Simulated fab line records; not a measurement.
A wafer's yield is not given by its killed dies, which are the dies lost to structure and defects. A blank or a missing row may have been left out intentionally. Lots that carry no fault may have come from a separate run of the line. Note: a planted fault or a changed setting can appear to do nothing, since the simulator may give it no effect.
Problem report, 8D (eight disciplines) form, completed by code || flow gf180mcu || the parts of the form that need people (team, actions taken, sign-off) are left out

== 1. THE ISSUE ==
Mean of beam-energy-keV at GF_MVPSD_IMPLANT_09: 35.673 across 6 wafers in 2 lots; on wafers with no fault it is 40.001 (standard deviation 0.013). That is -99 or more standard deviations from the usual mean.
Seen first at day 9 01:45 on implanter-01, wafer L466.1. Wafers with a number at this step in the record: 18, from 6 lots. The rule behind "out" and "out of limits": a value lying over 4 standard deviations away from the usual mean. All remaining wafers that have a number are taken as sound.

== 2. WHAT IT IS, AND WHAT IT ISN'T ==
{"question": "which readings at this step", "is": "beam-energy-keV", "is not": "tilt-deg"}
{"question": "which lots", "is": "L466, L467", "is not": "L457, L459, L468, L472"}
{"question": "which wafers of those lots", "is": "all that have a number", "is not": "-"}
{"question": "read on which tools", "is": "implanter-01", "is not": "implanter-02, implanter-03"}
{"question": "when", "is": "from day 9 01:45", "is not": "up to then (6 sound wafers); but 6 sound wafers of L468, L472 came after"}

== 3. THE SUSPECTS, EACH WITH WHAT RULES IT OUT ==
Counting: any tool at a process step up to the reading is kept as a suspect provided that every lot that is out went through it and no sound lot did after the first of them.
- implanter-01 at GF_MVPSD_IMPLANT_09: kept. It ran every lot that is out, first L466 (day 9 01:45), and no sound lot after that; its last sound lot up to then is L459 (day 7 17:59). Its own beam-energy-keV readings are out on those wafers.
After counting, what remains is implanter-01 at GF_MVPSD_IMPLANT_09.

== 4. THE CAUSE (what the simulator had put in) ==
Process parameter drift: implanter-01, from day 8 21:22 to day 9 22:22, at GF_MVPSD_IMPLANT_09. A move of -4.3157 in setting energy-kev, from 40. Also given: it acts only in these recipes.
Counting left only this tool.

== 5. THE CHAIN OF EFFECTS, in route order ==
Each row: a reading whose mean over the struck wafers that have a number lies more than 3 standard deviations from the usual. Scope: only readings with a usual standard deviation given in the record; hours: median across lots of the time from each lot's start at the first step in this table that gives one to its start at this step; sigmas: change in usual standard deviations.
{"hours": 0, "step": "GF_MVPSD_IMPLANT_09", "reading": "beam-energy-keV", "usual": 40.001, "on struck wafers": 35.673, "change": -4.328, "sigmas": "-99 or more"}
It contains these process steps:
- GF_MVPSD_IMPLANT_09
Later measuring or inspecting steps at which every struck wafer that the step has a row for has a number for every such reading, and none has moved that far: GF_MVPSD_TW_MEAS_11, GF_VT_IMPLANT_OVL_MEAS_07, GF_VT_IMPLANT_TW_MEAS_10, GF_VT_IMPLANT_OVL_MEAS_18, GF_VT_IMPLANT_TW_MEAS_21, GF_VT_IMPLANT_RS_MEAS_49.

== 6. HOW IT WOULD HAVE BEEN CAUGHT EARLIER ==
The fault began at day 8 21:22; the first out-of-limits reading in this record came at day 9 01:45, 4 hours later.
